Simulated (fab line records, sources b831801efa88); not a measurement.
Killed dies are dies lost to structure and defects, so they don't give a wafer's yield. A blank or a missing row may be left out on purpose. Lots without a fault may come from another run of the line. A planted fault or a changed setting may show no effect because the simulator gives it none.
Chamber matching | flow sky130 | SKY_VIA2_ETCH_15 on rie_diel-03: 4 sister chambers
The step etches SiO2 in C4F8/O2/Ar, stops on TiN, target depth 546 nm, time 80.81 s. 4 wafers are shown with their chamber, then 10 later ones without.

WAFERS WITH THEIR CHAMBER
wafer  | chamber | oes_product_au (a.u.)
L085.1 | 1       | 0.965
L087.4 | 3       | 0.954
L089.2 | 2       | 0.963
L089.5 | 0       | 0.961

WAFERS WITHOUT THEIR CHAMBER
wafer  | oes_product_au (a.u.)
L089.6 | 0.960
L091.2 | 0.960
L091.3 | 0.971
L091.5 | 0.963
L095.1 | 0.960
L095.5 | 0.959
L095.6 | 0.962
L096.1 | 0.956
L096.2 | 0.965
L096.6 | 0.963

WHICH CHAMBER EACH WENT THROUGH
wafer  | from the rows above               | in truth
L089.6 | can't be placed: 0 or 2 or 1      | 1
L091.2 | can't be placed: 0 or 2 or 1      | 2
L091.3 | can't be placed: 1 or 2 or 0      | 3
L091.5 | can't be placed: 2 or 0 or 1      | 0
L095.1 | can't be placed: 0 or 2 or 1      | 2
L095.5 | can't be placed: 0 or 2 or 3 or 1 | 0
L095.6 | can't be placed: 0 or 2 or 1      | 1
L096.1 | can't be placed: 3 or 0           | 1
L096.2 | can't be placed: 1 or 2 or 0      | 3
L096.6 | can't be placed: 2 or 0 or 1      | 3
Placed correctly: 0 of 10. Can't be placed from these rows: 10 (the true chamber is among the candidates in 6). Placed wrongly: 0.
How it was worked out, from the rows above alone: a wafer's distance from a chamber is the root of the sum, over the readings, of the square of ((its reading less the chamber's mean) divided by the reading's scatter). The wafer belongs to the nearest chamber; if the next one is less than 2 further off, it can't be placed. A chamber's mean is the mean of its shown wafers. The scatter: with one shown wafer a chamber, the root of the mean of the squares of how far each hidden wafer lies from its nearest shown one.
